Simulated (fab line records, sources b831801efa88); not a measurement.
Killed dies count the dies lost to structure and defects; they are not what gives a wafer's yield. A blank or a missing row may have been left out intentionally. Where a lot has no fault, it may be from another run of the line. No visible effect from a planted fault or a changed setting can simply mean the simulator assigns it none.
8D (eight disciplines) problem report, filled in by code + flow sky130 + the parts of the form that need people (team, actions taken, sign-off) are left out

== 1. WHAT WENT WRONG ==
At SKY_NWELL_EXPOSE_07, exposureDoseMJCm2 averages 288.10 over 9 wafers from 3 lots, while fault-free wafers read 255.11, standard deviation 0.23. That is +99 or more standard deviations from the usual mean.
The step: exposes mask NWM, target cd 840 nm.
Earliest sighting: wafer L995.1 on ilineStepper-01 at day 6 11:41. At this step, 21 wafers from 7 lots have a number in the record. By rule, "out" or "out of limits" means more than 4 standard deviations away from the usual mean. The other wafers with a number count as sound.

== 2. WHAT IT IS AND WHAT IT IS NOT ==
| question                    | is                     | is not                                                                   |
|-----------------------------|------------------------|--------------------------------------------------------------------------|
| which readings at this step | exposureDoseMJCm2      | -                                                                        |
| which lots                  | L995, L997, L999       | L101, L104, L991, L994                                                   |
| which wafers of those lots  | all that have a number | -                                                                        |
| read on which tools         | ilineStepper-01        | ilineStepper-02                                                          |
| when                        | from day 6 11:41       | up to then (6 sound wafers); but 6 sound wafers of L101, L104 came after |

== 3. THE SUSPECTS, EACH WITH WHAT RULES IT OUT ==
Counting: any tool at a process step up to the reading is kept as a suspect provided that every lot that is out went through it and no sound lot did after the first of them.
- ilineStepper-01 at SKY_NWELL_EXPOSE_07 (exposes mask NWM, target cd 840 nm): kept. It processed each lot that is out, first L995 at day 6 11:41, and no sound lot thereafter; up to then, the last sound lot it processed was L991 at day 5 15:11. Its own readings are out on those wafers: exposureDoseMJCm2.
The count leaves ilineStepper-01 at SKY_NWELL_EXPOSE_07.

== 4. THE CAUSE (what the simulator had put in) ==
Drift in process parameters on ilineStepper-01 at SKY_NWELL_EXPOSE_07, starting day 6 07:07. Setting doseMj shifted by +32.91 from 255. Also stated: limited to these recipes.
After counting, this tool was the only one left.

== 5. SEQUENCE OF EFFECTS, ordered by route ==
Rows list readings where the struck wafers' mean (over those with a number) sits beyond 3 standard deviations from the usual. Only readings whose record carries a usual standard deviation are examined. hours: median over the lots of the time between each lot's start at the first step of this table that gives one and its start at this step. sigmas: the change, counted in usual standard deviations.
| hours | step                | reading           | usual  | on struck wafers | change | sigmas      |
|-------|---------------------|-------------------|--------|------------------|--------|-------------|
| 0     | SKY_NWELL_EXPOSE_07 | exposureDoseMJCm2 | 255.11 | 288.10           | +32.99 | +99 or more |
Here are the process steps it includes:
- SKY_NWELL_EXPOSE_07: exposes mask NWM, target cd 840 nm.

== 6. HOW IT WOULD HAVE BEEN CAUGHT EARLIER ==
First out-of-limits reading in this record: day 6 11:41, which is 5 hours after fault onset at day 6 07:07.
